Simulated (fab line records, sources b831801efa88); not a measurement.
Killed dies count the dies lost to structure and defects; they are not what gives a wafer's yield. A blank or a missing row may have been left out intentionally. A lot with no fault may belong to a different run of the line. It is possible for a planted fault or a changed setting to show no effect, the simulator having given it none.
A lot that was struck, set against a sound lot ; flow sfqLine ; 20 out of 325 route steps
Sound: these wafers, L594.3, L594.4, L594.6. Struck: wafer L602.6. (L602.3, L602.4 of the same lot were not struck and are left out.) The cause comes at the end.
For every step that has rows: the tool of each side, followed by ch and its chambers, followed by its first start. Under that, the readings that differ: sound wafers ; struck wafers ; difference of the means ; sigmas: that difference in standard deviations of wafers without a fault.
alike: a reading whose means differ by less than 2 such deviations, as well as words and numbers matching on both sides. not compared: withheld readings; readings where some wafer has no value; bounds like >300 that might hide an equal value; numbers whose values overlap and for which the record gives no deviation.
A row with sigmas, a row that says differs or no value, or rows on one side alone: a step with any of these is where the two part. When numbers do not overlap yet have no deviation, they are printed without sigmas and do not part them. Lack of a reading on every wafer of one side parts them only where that side has two or more wafers.

first, 2 steps without rows for these wafers: SFQ_TRILAYER_I1_VIA_LITHO_PEB_052 (peb time 60 s); SFQ_TRILAYER_I1_VIA_LITHO_DEVELOP_051 (time 60 s).
SFQ_I1_OVL_MEAS_913:
  sound on overlay-01, day 29 17:20; struck on overlay-02, day 32 08:18
  alike: I1_OVL
SFQ_TRILAYER_I1_VIA_BARC_OPEN_VIA_ETCH_071: etches BARC in O2, target depth 125 nm, time 41.7 s.
  sound on rieDiel-02 ch 0,1,3, day 29 17:22; struck on rieDiel-02 ch 0, day 32 08:20
  alike: drypumpMotorCurrentA, oesProductAu
  not compared: rfHoursCounterH
then, 1 step without rows for these wafers: SFQ_TRILAYER_I1_VIA_ETCH_VIA_ETCH_052 (etches SiO2 in CHF3, stops on Nb, target depth 260 nm).
SFQ_TRILAYER_I1_VIA_STRIP_STRIP_053: strips in O2.
  sound on rieMetal-01 ch 1, day 29 17:55; struck on rieMetal-04 ch 1, day 32 08:41
reading;sound;struck;difference;sigmas
drypumpMotorCurrentA (A);6.3 6.3 6.3;4.8;-1.5;-3
  alike: oesProductAu
  not compared: rfHoursCounterH
then, 2 steps without rows for these wafers: SFQ_TRILAYER_I1_VIA_STRIP_SOLV_CLEAN_054 (cleans in NMP, time 600 s); SFQ_TRILAYER_M2_DEP_PRE_CLEAN_056 (time 22.5 s).
SFQ_TRILAYER_M2_DEP_SPUTTER_055: material Nb, target thk 200 nm, time 133.3 s.
  sound on pvdSputter-04, day 29 18:55; struck on pvdSputter-06, day 32 09:17
reading;sound;struck;difference;sigmas
cathodeDcPowerW (W);2000.1 1999.9 1999.6;2000.9;+1.0;+3
resputterCathodeVoltageV (V);407 404 406;394;-12;-3
  alike: throttleValvePct
SFQ_M2_RS_MEAS_914: uses a four-point probe to measure.
  sound on filmMetro-03, day 29 19:02; struck on filmMetro-01, day 32 09:25
  alike: M2_NB_RS
then, 1 step without rows for these wafers: SFQ_TRILAYER_M2_LITHO_COAT_062 (resist thk 62 nm).
SFQ_TRILAYER_M2_LITHO_COAT_057: resist thk 600 nm.
  sound on lithoTrack-02 ch 0, day 29 19:35; struck on lithoTrack-02 ch 0, day 32 09:57
reading;sound;struck;difference;sigmas
model.KrF_of_TRILAYER_M2_LITHO_COAT_057.thkNm (nm);600.6 598.5 600;546;-54;
then, 4 steps without rows for these wafers: SFQ_TRILAYER_M2_LITHO_SOFTBAKE_061; SFQ_TRILAYER_M2_LITHO_EXPOSE_058 (exposes mask M2, target cd 500 nm); SFQ_TRILAYER_M2_LITHO_PEB_060 (peb time 60 s); SFQ_TRILAYER_M2_LITHO_DEVELOP_059 (time 60 s).
-- the record jumps here: 6 days lie between the struck wafers' starts before and after --
SFQ_M2_OVL_MEAS_916:
  sound on overlay-01, day 36 03:06; struck on overlay-01, day 38 18:28
reading;sound;struck;difference;sigmas
M2_OVL (nm);3 6 4;-9;-13;-2
SFQ_TRILAYER_M2_BARC_OPEN_METAL_ETCH_077: etches BARC in O2, target depth 125 nm, time 41.7 s.
  sound on rieMetal-03 ch 0,1, day 36 03:08; struck on rieMetal-03 ch 1, day 38 18:31
  alike: drypumpMotorCurrentA, oesProductAu
  not compared: rfHoursCounterH
SFQ_TRILAYER_M2_ETCH_METAL_ETCH_060: etches Nb in Cl2/Ar, stops on SiO2, target depth 240 nm, time 120 s.
  sound on rieMetal-03 ch 0,1, day 36 03:13; struck on rieMetal-03 ch 1, day 38 18:35
reading;sound;struck;difference;sigmas
model.KrF_of_TRILAYER_M2_LITHO_COAT_057.thkNm (nm);380.7 383.9 379.1;331;-50;
  alike: drypumpMotorCurrentA, oesProductAu
  not compared: rfHoursCounterH
SFQ_TRILAYER_M2_STRIP_STRIP_061: strips in O2.
  sound on rieMetal-03 ch 0,1, day 36 03:30; struck on rieMetal-03 ch 1, day 38 18:53
reading;sound;struck;difference;sigmas
oesProductAu (a.u.);1.008 0.981 1.015;0.980;-0.021;-3
  alike: drypumpMotorCurrentA
  not compared: rfHoursCounterH

## WHERE THEY PART
Last at SFQ_TRILAYER_M2_STRIP_STRIP_061 as far as this record goes, first at SFQ_TRILAYER_I1_VIA_STRIP_STRIP_053.

WHY: what the simulator had put in
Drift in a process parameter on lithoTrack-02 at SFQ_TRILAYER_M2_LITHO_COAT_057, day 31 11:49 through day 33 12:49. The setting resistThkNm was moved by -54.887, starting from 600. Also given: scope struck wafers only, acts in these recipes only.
